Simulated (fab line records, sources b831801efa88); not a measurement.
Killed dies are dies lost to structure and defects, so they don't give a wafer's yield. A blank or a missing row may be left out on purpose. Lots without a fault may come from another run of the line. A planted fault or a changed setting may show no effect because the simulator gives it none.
Which tool did it? | flow sky130 | 13 lots, 39 wafers sampled, at 5 steps of a route of 708

WHAT THE GAUGES READ, wafer by wafer
SKY_VT_ADJUST_HVTP_TW_MEAS_11.
lot  | measured     | on            | VT_ADJUST_HVTP_TW
L646 | day 5 22:11  | film_metro-02 | 1362 1360 1362
L647 | day 6 12:58  | film_metro-04 | 1349 1350 1349
L648 | day 6 15:00  | film_metro-04 | 1354 1350 1344
L650 | day 7 01:51  | film_metro-01 | 1353 1354 1351
L651 | day 7 19:07  | film_metro-02 | 1370 1364 1370
L653 | day 8 02:08  | film_metro-01 | 1355 1356 1343
L655 | day 8 13:58  | film_metro-04 | 1351 1352 1350
L656 | day 8 17:29  | film_metro-02 | 1360 1370 1359
L657 | day 9 04:14  | film_metro-01 | 1366 1360 1362
L659 | day 9 12:19  | film_metro-04 | 1349 1342 1345
L660 | day 9 16:30  | film_metro-04 | 1344 1346 1340
L662 | day 10 06:03 | film_metro-04 | 1351 1355 1355
L665 | day 11 03:43 | film_metro-02 | 30 30 30

SKY_LI_CONTACT_BOW_MEAS_03.
lot  | measured     | on            | LI_CONTACT_BOW (um)
L646 | day 27 16:25 | film_metro-02 | 56 50 56
L647 | day 28 08:17 | film_metro-04 | 60 58 55
L648 | day 28 11:55 | film_metro-02 | 57 63 45
L650 | day 29 08:11 | film_metro-02 | 56 58 59
L651 | day 30 08:06 | film_metro-02 | 56 62 51
L653 | day 30 15:32 | film_metro-04 | 52 61 55
L655 | day 31 07:32 | film_metro-04 | 50 62 64
L656 | day 31 13:59 | film_metro-02 | 58 50 49
L657 | day 31 18:08 | film_metro-02 | 59 53 68
L659 | day 32 10:41 | film_metro-01 | 48 54 59
L660 | day 32 21:29 | film_metro-04 | 54 57 47
L662 | day 33 09:07 | film_metro-01 | 62 49 66
L665 | day 34 08:10 | film_metro-01 | 49 49 54

SKY_LI_CONTACT_RS_MEAS_22: measures by four-point-probe.
lot  | measured     | on            | LI_CONTACT_W_RS (ohm/sq)
L646 | day 28 21:33 | film_metro-01 | 0.284 0.282 0.281
L647 | day 29 12:56 | film_metro-01 | 0.284 0.283 0.288
L648 | day 29 17:18 | film_metro-04 | 0.280 0.287 0.284
L650 | day 30 13:29 | film_metro-04 | 0.280 0.286 0.286
L651 | day 31 16:12 | film_metro-02 | 0.283 0.282 0.283
L653 | day 31 20:36 | film_metro-01 | 0.280 0.279 0.280
L655 | day 32 11:50 | film_metro-02 | 0.281 0.277 0.280
L656 | day 32 17:44 | film_metro-01 | 0.282 0.286 0.282
L657 | day 32 21:54 | film_metro-04 | 0.284 0.284 0.284
L659 | day 33 13:48 | film_metro-02 | 0.280 0.282 0.277
L660 | day 34 00:55 | film_metro-04 | 0.286 0.282 0.285
L662 | day 34 12:07 | film_metro-04 | 0.287 0.288 0.291
L665 | day 35 11:35 | film_metro-04 | 0.281 0.283 0.284

WHICH TOOL RAN EACH LOT (tool, then ch and the chambers of the sampled wafers, then the start)
lot  | SKY_NWELL_STRIP_25                  | SKY_VT_ADJUST_HVTP_STRIP_10
L646 | plasma_asher-04 ch 0,1, day 5 02:54 | plasma_asher-03 ch 0,1, day 5 22:04
L647 | plasma_asher-02 ch 0,1, day 5 17:07 | plasma_asher-03 ch 0,1, day 6 12:53
L648 | plasma_asher-01 ch 1, day 5 19:22   | plasma_asher-01 ch 0,1, day 6 14:53
L650 | plasma_asher-01 ch 1, day 6 06:09   | plasma_asher-01 ch 0,1, day 7 01:44
L651 | plasma_asher-04 ch 0,1, day 6 22:42 | plasma_asher-01 ch 0,1, day 7 19:01
L653 | plasma_asher-04 ch 0,1, day 7 06:00 | plasma_asher-03 ch 0,1, day 8 02:02
L655 | plasma_asher-02 ch 0,1, day 7 16:55 | plasma_asher-04 ch 0,1, day 8 13:53
L656 | plasma_asher-02 ch 0,1, day 7 20:08 | plasma_asher-04 ch 0,1, day 8 17:24
L657 | plasma_asher-02 ch 0,1, day 8 06:46 | plasma_asher-04 ch 0,1, day 9 04:07
L659 | plasma_asher-02 ch 1, day 8 14:43   | plasma_asher-04 ch 1, day 9 12:13
L660 | plasma_asher-02 ch 0,1, day 8 18:49 | plasma_asher-01 ch 0,1, day 9 16:24
L662 | plasma_asher-01 ch 0,1, day 9 07:36 | plasma_asher-03 ch 0,1, day 10 05:56
L665 | plasma_asher-01 ch 1, day 10 03:33  | plasma_asher-03 ch 0,1, day 11 03:34
- SKY_NWELL_STRIP_25: strips in O2/N2.
- SKY_VT_ADJUST_HVTP_STRIP_10: strips in O2/N2.

WHAT THE TOOLS THEMSELVES READ (means of the sampled wafers that have a number; where no wafer has one, the mark that the record gives instead)
SKY_NWELL_STRIP_25.
lot  | tool            | chamber_pressure_mTorr (mTorr) | drypump_motor_current_A (A) | n2_flow_sccm (sccm) | oes_product_au (a.u.) | strip_time_to_endpoint_s (s)
L646 | plasma_asher-04 | 1500.0                         | 5.9                         | 300.2               | 0.725                 | 36.74
L647 | plasma_asher-02 | 1501.3                         | 6.2                         | 299.8               | 0.718                 | 36.85
L648 | plasma_asher-01 | 1498.9                         | 5.0                         | 299.3               | 0.721                 | 37.00
L650 | plasma_asher-01 | 1499.8                         | 5.0                         | 300.3               | 0.724                 | 36.94
L651 | plasma_asher-04 | 1500.3                         | 5.9                         | 300.1               | 0.721                 | 36.99
L653 | plasma_asher-04 | 1500.6                         | 5.9                         | 300.6               | 0.723                 | 36.78
L655 | plasma_asher-02 | 1500.4                         | 6.2                         | 301.5               | 0.722                 | 36.81
L656 | plasma_asher-02 | 1500.4                         | 6.2                         | 300.6               | 0.720                 | 36.77
L657 | plasma_asher-02 | 1498.7                         | 6.0                         | 300.2               | 0.723                 | 36.82
L659 | plasma_asher-02 | 1499.4                         | 6.4                         | 301.4               | 0.725                 | 36.86
L660 | plasma_asher-02 | 1500.1                         | 6.2                         | 299.9               | 0.725                 | 36.73
L662 | plasma_asher-01 | 1499.7                         | 4.9                         | 299.9               | 0.719                 | 37.03
L665 | plasma_asher-01 | 1500.1                         | 5.0                         | 300.3               | 0.957                 | -

SKY_VT_ADJUST_HVTP_STRIP_10.
lot  | tool            | chamber_pressure_mTorr (mTorr) | drypump_motor_current_A (A) | n2_flow_sccm (sccm) | oes_product_au (a.u.) | strip_time_to_endpoint_s (s)
L646 | plasma_asher-03 | 1500.7                         | 6.1                         | 299.3               | 0.713                 | 14.14
L647 | plasma_asher-03 | 1500.5                         | 6.0                         | 300.2               | 0.716                 | 14.18
L648 | plasma_asher-01 | 1499.7                         | 4.9                         | 300.8               | 0.714                 | 14.21
L650 | plasma_asher-01 | 1500.4                         | 4.9                         | 300.3               | 0.713                 | 14.24
L651 | plasma_asher-01 | 1500.0                         | 4.9                         | 299.7               | 0.717                 | 14.13
L653 | plasma_asher-03 | 1500.6                         | 6.0                         | 299.8               | 0.717                 | 14.14
L655 | plasma_asher-04 | 1500.1                         | 5.9                         | 299.8               | 0.710                 | 14.13
L656 | plasma_asher-04 | 1499.7                         | 5.4                         | 299.5               | 0.711                 | 14.22
L657 | plasma_asher-04 | 1500.1                         | 5.4                         | 299.8               | 0.715                 | 14.19
L659 | plasma_asher-04 | 1501.4                         | 4.9                         | 300.0               | 0.716                 | 14.20
L660 | plasma_asher-01 | 1500.5                         | 4.9                         | 300.3               | 0.715                 | 14.18
L662 | plasma_asher-03 | 1500.3                         | 6.0                         | 300.6               | 0.720                 | 14.14
L665 | plasma_asher-03 | 1500.2                         | 6.0                         | 298.9               | 0.717                 | 26.22

THE ANSWER, worked out from the rows above alone
Rule: what is usual is taken from the lots themselves. Put in order of their means at a reading, lots are off if they are a third of the lots or fewer, leave a main group of 4 or more, and stand apart from it by a gap of 3 or more times the standard deviation of the main group's means; of several such gaps the widest counts. A main group whose means are all the same, to the digits that the tables above print for the reading, isn't used. A lot without any number at a reading at which 4 lots or more have one is off too. The other lots that the step has rows for count as sound. The gauges are gone through in route order, then the tools' own readings, and for those a lot's mean is taken as printed above. The first step at which some lot is off is used, and at that step the reading that is off furthest; a lot without a number counts as furthest.
Off: L665, at SKY_VT_ADJUST_HVTP_TW_MEAS_11 (VT_ADJUST_HVTP_TW). The main group: mean 1354, standard deviation 7.4.
A tool fits if, at a process step before that reading, it ran every lot that is off, and no sound lot after the first of them. The gauges at SKY_VT_ADJUST_HVTP_TW_MEAS_11 aren't tried: what is off there is off at SKY_NWELL_STRIP_25 too, on other tools, and a gauge's error can't cause that. Can't be told from this: 2 tools fit, plasma_asher-01 at SKY_NWELL_STRIP_25, plasma_asher-03 at SKY_VT_ADJUST_HVTP_STRIP_10.

WHAT THE SIMULATOR HAD PUT IN
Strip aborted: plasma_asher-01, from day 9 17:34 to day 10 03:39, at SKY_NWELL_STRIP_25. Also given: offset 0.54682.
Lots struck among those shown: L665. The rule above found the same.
